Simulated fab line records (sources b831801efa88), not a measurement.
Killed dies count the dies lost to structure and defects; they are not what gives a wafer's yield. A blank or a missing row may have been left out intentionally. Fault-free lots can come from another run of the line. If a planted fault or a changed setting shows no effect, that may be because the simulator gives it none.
fab line records	flow gf180mcu
record lots=24	wafers=72	lastDay=34
route steps=602 shown VT_IMPLANT@130 SALICIDE@283 CONTACT@289 M3@415 M4@457
lots that met no fault: from a run of the same line without faults
startH: start of the lot's first displayed wafer, in hours after the record's first day	waitH: time in hours since the lot's previous step	" as in the row above	L1.1+2: one row covering several wafers at once	- value missing, or start not given	* or withheld: withheld	< > ~ a bound
route shown NAME@n: names a module that has steps shown in the file, with the first one's number in the route	usual: the fault-free wafers' mean and standard deviation	same: alike in all rows	chamber/n: place in a boat	sites: per-site readings	_std_site: the values' standard deviation	_edge_site: inner sites' mean taken away from outer sites' mean	radiusMm: how far each site lies from the wafer's centre	mask NAME#n: copy n	behind: tool/chamber where the wafer was last shaped	hold: reason for holding the lot/hours on hold/outcome of the hold	device: whichever transistor did not switch (one of n, p or np)	end of line: the same wafers' tests at the end of the route	a step with no rows: only its recipe	killed: dies that structure and defects cost at the first sort, which is not the same as the wafer's yield	map: shows each die of a wafer: x if killed, . if not, _ if none is there
set.NAME: the run value of the setting; set.NAME@STEP: its run value at that earlier step	model.NAME: the simulator's own value behind a step, which no gauge read
steps of the route over a sample of lots; a table a step, a row a wafer
services: the hour from which a tool's chamber was out of use, counted from the record's first day as startH (under 0 if before that day), plus the number of hours and why
## steps
# step GF_VT_IMPLANT_OVL_MEAS_40
# usual VT_IMPLANT_03_OVL=-0.5/1.4
lot.wafer	tool	chamber	startH	waitH	VT_IMPLANT_03_OVL[nm]
L074.1	overlay-02	-	162.03	0.1	1.0
L074.2	"	-	"	"	1.6
L074.4	"	-	"	"	0.8
L075.1	overlay-01	-	167.88	0.1	-1.3
L075.4	"	-	"	"	-0.8
L075.5	"	-	"	"	-2.1
L076.3	overlay-02	-	168.89	0.1	0.0
L076.4	"	-	"	"	-2.5
L076.6	"	-	"	"	-1.2
L078.4	overlay-01	-	182.83	0.1	2.4
L078.5	"	-	"	"	1.1
L078.6	"	-	"	"	1.4
L077.1	overlay-01	-	184.07	0.1	-0.8
L077.3	"	-	"	"	0.1
L077.6	"	-	"	"	-0.1
L079.3	overlay-01	-	197.39	0.1	-1.1
L079.4	"	-	"	"	-1.6
L079.6	"	-	"	"	0.0
L080.1	overlay-01	-	198.51	0.1	-2.6
L080.2	"	-	"	"	-1.7
L080.6	"	-	"	"	-3.7
L081.2	overlay-01	-	212.72	0.1	0.0
L081.3	"	-	"	"	-1.0
L081.6	"	-	"	"	0.2
L082.2	overlay-01	-	214.48	0.1	-2.6
L082.5	"	-	"	"	-2.0
L082.6	"	-	"	"	-2.4
L084.1	overlay-01	-	225.27	0.1	-0.4
L084.5	"	-	"	"	-0.1
L084.6	"	-	"	"	-1.7
L083.1	overlay-01	-	225.43	0.1	-1.0
L083.2	"	-	"	"	-2.1
L083.5	"	-	"	"	-0.6
L085.1	overlay-01	-	240.81	0.1	0.4
L085.4	"	-	"	"	0.6
L085.5	"	-	"	"	-0.4
L086.2	overlay-01	-	252.43	0.1	0.7
L086.4	"	-	"	"	-0.5
L086.5	"	-	"	"	1.9
L088.2	overlay-01	-	265.67	0.1	-2.0
L088.3	"	-	"	"	-1.6
L088.4	"	-	"	"	-1.7
L087.1	overlay-01	-	266.62	0.1	-0.8
L087.2	"	-	"	"	-1.4
L087.5	"	-	"	"	0.1
L089.1	overlay-01	-	267.26	0.1	-0.3
L089.3	"	-	"	"	-1.5
L089.4	"	-	"	"	0.0
L090.1	overlay-01	-	273.87	0.1	-2.5
L090.2	"	-	"	"	-1.4
L090.6	"	-	"	"	-2.4
L092.1	overlay-02	-	280.62	0.1	0.3
L092.2	"	-	"	"	0.6
L092.6	"	-	"	"	0.1
L091.1	overlay-01	-	280.91	0.1	-0.9
L091.2	"	-	"	"	0.2
L091.6	"	-	"	"	-1.7
L093.1	overlay-02	-	285.26	0.1	-0.2
L093.3	"	-	"	"	1.1
L093.4	"	-	"	"	0.3
L094.1	overlay-02	-	289.72	0.1	0.2
L094.3	"	-	"	"	-1.1
L094.4	"	-	"	"	0.2
L095.2	overlay-01	-	301.07	0.1	-2.5
L095.4	"	-	"	"	-1.5
L095.5	"	-	"	"	-0.7
L096.1	overlay-01	-	304.72	0.1	1.2
L096.4	"	-	"	"	-0.7
L096.6	"	-	"	"	0.5
L097.3	overlay-02	-	306.93	0.1	1.1
L097.4	"	-	"	"	-1.2
L097.6	"	-	"	"	1.9
# step GF_SALICIDE_THK_MEAS_05
# recipe thkMeasGauge=xrf	reads=TiN_of_SALICIDE_SPUTTER_03
# usual SALICIDE_TIN_THK=19.9/0.34
lot.wafer	tool	chamber	startH	waitH	SALICIDE_TIN_THK[nm]
L074.1	filmMetro-03	-	346.00	0.1	20.1
L074.2	"	-	"	"	20.3
L074.4	"	-	"	"	19.8
L075.1	filmMetro-04	-	355.41	0.1	19.5
L075.4	"	-	"	"	19.5
L075.5	"	-	"	"	19.4
L076.3	filmMetro-03	-	358.81	0.1	20.3
L076.4	"	-	"	"	20.0
L076.6	"	-	"	"	19.9
L078.4	filmMetro-02	-	370.58	0.1	19.9
L078.5	"	-	"	"	19.3
L078.6	"	-	"	"	19.8
L077.1	filmMetro-03	-	376.76	0.1	20.1
L077.3	"	-	"	"	19.9
L077.6	"	-	"	"	19.9
L079.3	filmMetro-02	-	386.56	0.1	19.7
L079.4	"	-	"	"	19.3
L079.6	"	-	"	"	19.8
L080.1	filmMetro-02	-	390.88	0.1	19.9
L080.2	"	-	"	"	19.8
L080.6	"	-	"	"	19.7
L081.2	filmMetro-03	-	410.95	0.1	19.6
L081.3	"	-	"	"	19.7
L081.6	"	-	"	"	19.5
L082.2	filmMetro-04	-	415.00	0.1	20.0
L082.5	"	-	"	"	19.7
L082.6	"	-	"	"	19.4
L083.1	filmMetro-03	-	427.33	0.1	19.5
L083.2	"	-	"	"	19.4
L083.5	"	-	"	"	19.8
L084.1	filmMetro-03	-	432.95	0.1	20.2
L084.5	"	-	"	"	19.5
L084.6	"	-	"	"	19.5
L085.1	filmMetro-03	-	446.25	0.1	20.3
L085.4	"	-	"	"	20.1
L085.5	"	-	"	"	20.0
L086.2	filmMetro-04	-	463.40	0.1	19.9
L086.4	"	-	"	"	20.7
L086.5	"	-	"	"	20.6
L088.2	filmMetro-04	-	478.11	0.1	20.3
L088.3	"	-	"	"	19.8
L088.4	"	-	"	"	19.9
L087.1	filmMetro-03	-	481.45	0.1	18.8
L087.2	"	-	"	"	19.6
L087.5	"	-	"	"	19.6
L089.1	filmMetro-03	-	482.31	0.1	19.6
L089.3	"	-	"	"	19.2
L089.4	"	-	"	"	20.4
L090.1	filmMetro-02	-	489.20	0.1	20.1
L090.2	"	-	"	"	20.0
L090.6	"	-	"	"	20.3
L092.1	filmMetro-03	-	495.59	0.1	20.0
L092.2	"	-	"	"	19.8
L092.6	"	-	"	"	20.1
L091.1	filmMetro-04	-	500.08	0.1	20.6
L091.2	"	-	"	"	20.1
L091.6	"	-	"	"	20.4
L093.1	filmMetro-04	-	504.01	0.1	19.7
L093.3	"	-	"	"	20.1
L093.4	"	-	"	"	19.9
L094.1	filmMetro-04	-	512.05	0.1	20.1
L094.3	"	-	"	"	20.5
L094.4	"	-	"	"	19.8
L095.2	filmMetro-02	-	518.36	0.1	19.9
L095.4	"	-	"	"	19.8
L095.5	"	-	"	"	19.9
L096.1	filmMetro-04	-	525.55	0.1	20.1
L096.4	"	-	"	"	20.3
L096.6	"	-	"	"	20.3
L097.3	filmMetro-03	-	528.98	0.1	19.7
L097.4	"	-	"	"	20.3
L097.6	"	-	"	"	20.0
# step GF_SALICIDE_RTA_06
# recipe tempC=530	timeS=30	ambient=N2
# usual lampPowerPct=6.7/0.64	wafer_temp_C_max=531.9/0.51
lot.wafer	tool	chamber	startH	waitH	lampPowerPct	wafer_temp_C_max
L074.1	rtpAnneal-02	0	346.06	0.1	7.2	531.8
L074.2	"	0	"	"	7.2	531.3
L074.4	"	0	"	"	7.2	532.2
L075.1	rtpAnneal-02	0	355.47	0.1	7.2	531.6
L075.4	"	0	"	"	7.2	531.2
L075.5	"	0	"	"	7.2	531.3
L076.3	rtpAnneal-02	0	358.89	0.1	7.2	531.9
L076.4	"	0	"	"	7.2	531.1
L076.6	"	0	"	"	7.2	531.9
L078.4	rtpAnneal-01	0	370.66	0.1	6.0	533.0
L078.5	"	0	"	"	6.0	532.5
L078.6	"	0	"	"	6.0	532.4
L077.1	rtpAnneal-02	0	376.82	0.1	7.2	531.4
L077.3	"	0	"	"	7.2	531.9
L077.6	"	0	"	"	7.2	532.1
L079.3	rtpAnneal-01	0	386.63	0.1	6.0	532.2
L079.4	"	0	"	"	6.0	531.8
L079.6	"	0	"	"	6.0	531.7
L080.1	rtpAnneal-01	0	390.94	0.1	6.0	531.8
L080.2	"	0	"	"	6.0	531.9
L080.6	"	0	"	"	6.0	532.0
L081.2	rtpAnneal-02	0	411.02	0.1	7.2	531.5
L081.3	"	0	"	"	7.2	531.6
L081.6	"	0	"	"	7.2	532.2
L082.2	rtpAnneal-02	0	415.06	0.1	7.2	531.5
L082.5	"	0	"	"	7.2	531.5
L082.6	"	0	"	"	7.2	531.5
L083.1	rtpAnneal-02	0	427.39	0.1	7.2	531.4
L083.2	"	0	"	"	7.2	531.9
L083.5	"	0	"	"	7.2	531.8
L084.1	rtpAnneal-01	0	433.01	0.1	6.0	532.2
L084.5	"	0	"	"	6.0	532.7
L084.6	"	0	"	"	6.0	532.2
L085.1	rtpAnneal-01	0	446.31	0.1	6.0	531.3
L085.4	"	0	"	"	6.0	531.4
L085.5	"	0	"	"	6.0	532.3
L086.2	rtpAnneal-02	0	463.46	0.1	7.2	532.3
L086.4	"	0	"	"	7.2	531.7
L086.5	"	0	"	"	7.2	531.5
L088.2	rtpAnneal-01	0	478.18	0.1	6.0	531.7
L088.3	"	0	"	"	6.0	531.8
L088.4	"	0	"	"	5.9	531.7
L087.1	rtpAnneal-01	0	481.51	0.1	6.0	531.6
L087.2	"	0	"	"	6.0	531.7
L087.5	"	0	"	"	6.0	532.1
L089.1	rtpAnneal-02	0	482.37	0.1	7.2	531.8
L089.3	"	0	"	"	7.2	532.2
L089.4	"	0	"	"	7.2	531.5
L090.1	rtpAnneal-02	0	489.26	0.1	7.2	531.7
L090.2	"	0	"	"	7.2	531.9
L090.6	"	0	"	"	7.2	532.5
L092.1	rtpAnneal-01	0	495.65	0.1	6.0	532.5
L092.2	"	0	"	"	6.0	532.8
L092.6	"	0	"	"	6.0	532.1
L091.1	rtpAnneal-01	0	500.14	0.1	6.0	531.8
L091.2	"	0	"	"	6.0	532.1
L091.6	"	0	"	"	6.0	532.7
L093.1	rtpAnneal-01	0	504.07	0.1	5.9	532.7
L093.3	"	0	"	"	6.0	531.9
L093.4	"	0	"	"	6.0	532.1
L094.1	rtpAnneal-02	0	512.11	0.1	7.2	532.5
L094.3	"	0	"	"	7.2	531.8
L094.4	"	0	"	"	7.2	531.8
L095.2	rtpAnneal-01	0	518.43	0.1	6.0	532.3
L095.4	"	0	"	"	6.0	531.0
L095.5	"	0	"	"	6.0	532.4
L096.1	rtpAnneal-02	0	525.61	0.1	7.2	531.9
L096.4	"	0	"	"	7.2	531.8
L096.6	"	0	"	"	7.2	531.8
L097.3	rtpAnneal-02	0	529.05	0.1	7.2	531.8
L097.4	"	0	"	"	7.2	532.0
L097.6	"	0	"	"	7.2	532.4
# step GF_CONTACT_CVD_02
# recipe material=SiO2	targetThkNm=860	precursor=TEOS	tempC=400	timeS=95.992	rfW=600
# usual heaterPowerW=659/110
lot.wafer	tool	chamber	startH	waitH	heaterPowerW
L074.1	pecvd-01	2	346.46	0.1	557
L074.2	"	1	"	"	607
L074.4	"	1	"	"	649
L075.1	pecvd-03	2	355.87	0.1	559
L075.4	"	0	"	"	767
L075.5	"	2	"	"	613
L076.3	pecvd-02	1	359.36	0.0	647
L076.4	"	0	"	"	694
L076.6	"	2	"	"	752
L078.4	pecvd-03	2	371.05	0.1	543
L078.5	"	1	"	"	734
L078.6	"	0	"	"	811
L077.1	pecvd-01	1	377.22	0.1	653
L077.3	"	2	"	"	605
L077.6	"	1	"	"	549
L079.3	pecvd-01	2	387.00	0.0	535
L079.4	"	0	"	"	606
L079.6	"	2	"	"	580
L080.1	pecvd-03	2	391.34	0.1	679
L080.2	"	1	"	"	723
L080.6	"	0	"	"	814
L081.2	pecvd-03	1	411.41	0.0	701
L081.3	"	0	"	"	800
L081.6	"	0	"	"	823
L082.2	pecvd-03	1	415.44	0.0	710
L082.5	"	1	"	"	737
L082.6	"	0	"	"	668
L083.1	pecvd-03	0	427.79	0.1	831
L083.2	"	2	"	"	611
L083.5	"	1	"	"	590
L084.1	pecvd-01	0	433.41	0.1	501
L084.5	"	0	"	"	584
L084.6	"	1	"	"	587
L085.1	pecvd-03	2	446.71	0.1	586
L085.4	"	1	"	"	589
L085.5	"	0	"	"	803
L086.2	pecvd-01	2	463.84	0.0	528
L086.4	"	2	"	"	580
L086.5	"	0	"	"	589
L088.2	pecvd-01	2	478.56	0.0	618
L088.3	"	1	"	"	650
L088.4	"	2	"	"	488
L087.1	pecvd-03	1	481.91	0.1	651
L087.2	"	0	"	"	777
L087.5	"	2	"	"	658
L089.1	pecvd-02	1	482.77	0.1	573
L089.3	"	2	"	"	746
L089.4	"	1	"	"	584
L090.1	pecvd-01	2	489.66	0.1	591
L090.2	"	0	"	"	551
L090.6	"	1	"	"	671
L092.1	pecvd-03	1	496.04	0.1	671
L092.2	"	0	"	"	802
L092.6	"	1	"	"	734
L091.1	pecvd-02	2	500.54	0.1	839
L091.2	"	1	"	"	609
L091.6	"	1	"	"	540
L093.1	pecvd-03	1	504.48	0.1	716
L093.3	"	0	"	"	779
L093.4	"	0	"	"	813
L094.1	pecvd-02	1	512.61	0.1	611
L094.3	"	0	"	"	756
L094.4	"	2	"	"	908
L095.2	pecvd-02	0	518.81	0.0	692
L095.4	"	2	"	"	852
L095.5	"	0	"	"	753
L096.1	pecvd-03	0	526.01	0.1	743
L096.4	"	0	"	"	771
L096.6	"	2	"	"	544
L097.3	pecvd-01	2	529.41	0.0	588
L097.4	"	1	"	"	551
L097.6	"	2	"	"	480
# step GF_M3_THK_MEAS_06
# recipe thkMeasGauge=xrf	reads=AlCu_of_M3_SPUTTER_02
# usual M3_ALCU_THK=449/6
lot.wafer	tool	chamber	startH	waitH	M3_ALCU_THK[nm]
L074.1	filmMetro-03	-	469.67	0.1	447
L074.2	"	-	"	"	449
L074.4	"	-	"	"	448
L075.1	filmMetro-03	-	480.34	0.1	444
L075.4	"	-	"	"	447
L075.5	"	-	"	"	444
L076.3	filmMetro-03	-	485.16	0.1	439
L076.4	"	-	"	"	445
L076.6	"	-	"	"	433
L078.4	filmMetro-02	-	497.80	0.1	452
L078.5	"	-	"	"	442
L078.6	"	-	"	"	449
L077.1	filmMetro-03	-	504.16	0.1	445
L077.3	"	-	"	"	445
L077.6	"	-	"	"	445
L079.3	filmMetro-03	-	513.91	0.1	439
L079.4	"	-	"	"	440
L079.6	"	-	"	"	448
L080.1	filmMetro-03	-	519.24	0.1	452
L080.2	"	-	"	"	453
L080.6	"	-	"	"	451
L081.2	filmMetro-01	-	539.07	0.1	455
L081.3	"	-	"	"	453
L081.6	"	-	"	"	457
L082.2	filmMetro-02	-	541.57	0.1	459
L082.5	"	-	"	"	457
L082.6	"	-	"	"	449
L083.1	filmMetro-01	-	553.47	0.1	456
L083.2	"	-	"	"	457
L083.5	"	-	"	"	450
L084.1	filmMetro-03	-	559.34	0.1	443
L084.5	"	-	"	"	447
L084.6	"	-	"	"	448
L085.1	filmMetro-03	-	571.04	0.1	455
L085.4	"	-	"	"	451
L085.5	"	-	"	"	453
L086.2	filmMetro-02	-	586.51	0.1	458
L086.4	"	-	"	"	453
L086.5	"	-	"	"	460
L088.2	filmMetro-02	-	600.37	0.1	446
L088.3	"	-	"	"	450
L088.4	"	-	"	"	450
L087.1	filmMetro-03	-	602.83	0.1	444
L087.2	"	-	"	"	457
L087.5	"	-	"	"	445
L089.1	filmMetro-03	-	604.12	0.1	450
L089.3	"	-	"	"	447
L089.4	"	-	"	"	442
L090.1	filmMetro-03	-	610.70	0.1	452
L090.2	"	-	"	"	450
L090.6	"	-	"	"	454
L092.1	filmMetro-01	-	614.91	0.1	448
L092.2	"	-	"	"	445
L092.6	"	-	"	"	448
L091.1	filmMetro-01	-	618.32	0.1	447
L091.2	"	-	"	"	447
L091.6	"	-	"	"	454
L093.1	filmMetro-03	-	622.69	0.1	460
L093.3	"	-	"	"	439
L093.4	"	-	"	"	453
L094.1	filmMetro-03	-	628.60	0.1	460
L094.3	"	-	"	"	453
L094.4	"	-	"	"	460
L095.2	filmMetro-03	-	634.48	0.1	450
L095.4	"	-	"	"	449
L095.5	"	-	"	"	456
L096.1	filmMetro-01	-	641.31	0.1	451
L096.4	"	-	"	"	458
L096.6	"	-	"	"	459
L097.3	filmMetro-02	-	645.14	0.1	440
L097.4	"	-	"	"	447
L097.6	"	-	"	"	443
# step GF_M4_SPUTTER_01
# recipe material=TiN	targetThkNm=30	powerW=6500	timeS=25	chamberPressurePa=0.4
# usual throttleValvePct=29.7/1.5
lot.wafer	tool	chamber	startH	waitH	throttleValvePct
L074.1	pvdSputter-04	-	519.64	0.1	27.3
L074.2	"	-	"	"	30.7
L074.4	"	-	"	"	29.4
L075.1	pvdSputter-01	-	530.75	0.1	29.5
L075.4	"	-	"	"	31.0
L075.5	"	-	"	"	30.8
L076.3	pvdSputter-02	-	535.48	0.1	28.5
L076.4	"	-	"	"	32.2
L076.6	"	-	"	"	31.7
L078.4	pvdSputter-04	-	547.25	0.1	29.2
L078.5	"	-	"	"	30.7
L078.6	"	-	"	"	27.5
L077.1	pvdSputter-01	-	552.58	0.1	29.6
L077.3	"	-	"	"	28.1
L077.6	"	-	"	"	30.7
L079.3	pvdSputter-04	-	562.18	0.1	27.5
L079.4	"	-	"	"	29.0
L079.6	"	-	"	"	30.6
L080.1	pvdSputter-04	-	567.67	0.1	31.1
L080.2	"	-	"	"	27.2
L080.6	"	-	"	"	29.3
L081.2	pvdSputter-02	-	586.82	0.1	28.2
L081.3	"	-	"	"	31.2
L081.6	"	-	"	"	27.9
L082.2	pvdSputter-01	-	587.97	0.1	29.5
L082.5	"	-	"	"	30.7
L082.6	"	-	"	"	28.3
L083.1	pvdSputter-02	-	599.95	0.1	31.4
L083.2	"	-	"	"	27.8
L083.5	"	-	"	"	32.0
L084.1	pvdSputter-02	-	604.78	0.1	31.1
L084.5	"	-	"	"	32.0
L084.6	"	-	"	"	28.4
L085.1	pvdSputter-02	-	615.55	0.1	31.8
L085.4	"	-	"	"	31.4
L085.5	"	-	"	"	28.0
L086.2	pvdSputter-04	-	630.17	0.1	27.4
L086.4	"	-	"	"	29.1
L086.5	"	-	"	"	30.6
L088.2	pvdSputter-02	-	643.17	0.1	31.3
L088.3	"	-	"	"	28.0
L088.4	"	-	"	"	32.1
L087.1	pvdSputter-01	-	646.20	0.1	27.9
L087.2	"	-	"	"	29.5
L087.5	"	-	"	"	28.0
L089.1	pvdSputter-02	-	647.97	0.1	28.5
L089.3	"	-	"	"	31.9
L089.4	"	-	"	"	27.8
L090.1	pvdSputter-01	-	653.37	0.1	28.2
L090.2	"	-	"	"	30.9
L090.6	"	-	"	"	28.2
L092.1	pvdSputter-01	-	657.87	0.1	30.9
L092.2	"	-	"	"	28.3
L092.6	"	-	"	"	30.8
L091.1	pvdSputter-02	-	660.92	0.1	28.0
L091.2	"	-	"	"	28.4
L091.6	"	-	"	"	28.1
L093.1	pvdSputter-01	-	665.68	0.1	30.7
L093.3	"	-	"	"	28.2
L093.4	"	-	"	"	29.6
L094.1	pvdSputter-04	-	669.89	0.1	29.0
L094.3	"	-	"	"	30.6
L094.4	"	-	"	"	29.3
L095.2	pvdSputter-02	-	676.40	0.1	27.8
L095.4	"	-	"	"	31.6
L095.5	"	-	"	"	31.8
L096.1	pvdSputter-01	-	681.82	0.1	31.0
L096.4	"	-	"	"	27.8
L096.6	"	-	"	"	29.6
L097.3	pvdSputter-02	-	685.29	0.1	28.6
L097.4	"	-	"	"	31.1
L097.6	"	-	"	"	27.9
## services
tool	chamber	startH	hours	kind
pecvd-02	1	323.90	20.1	repair
pecvd-01	0	349.90	6.7	repair
pecvd-01	0	361.35	4.8	repair
pvdSputter-01	-	363.39	8.3	repair
pecvd-02	1	366.31	1.8	repair
pvdSputter-04	-	367.73	2.4	repair
pecvd-02	-	368.88	14.0	pm
pecvd-02	0	376.98	7.9	repair
pvdSputter-02	-	387.16	1.5	repair
pecvd-02	-	402.55	14.6	pm
pvdSputter-02	-	414.99	3.4	repair
pecvd-01	2	426.29	20.3	repair
pvdSputter-01	-	430.86	0.9	repair
rtpAnneal-01	-	489.18	0.7	repair
pecvd-01	-	533.36	0.8	repair
pvdSputter-04	-	533.78	4.7	repair
pvdSputter-01	-	543.61	4.7	repair
pecvd-01	-	546.20	14.6	pm
pvdSputter-01	-	548.80	3.5	repair
pecvd-01	-	560.80	2.8	pm
pecvd-03	-	580.21	2.5	repair
rtpAnneal-01	-	590.58	3.6	pm
pvdSputter-01	-	605.54	11.8	repair
pvdSputter-02	-	668.24	8.0	repair
## key
fault none
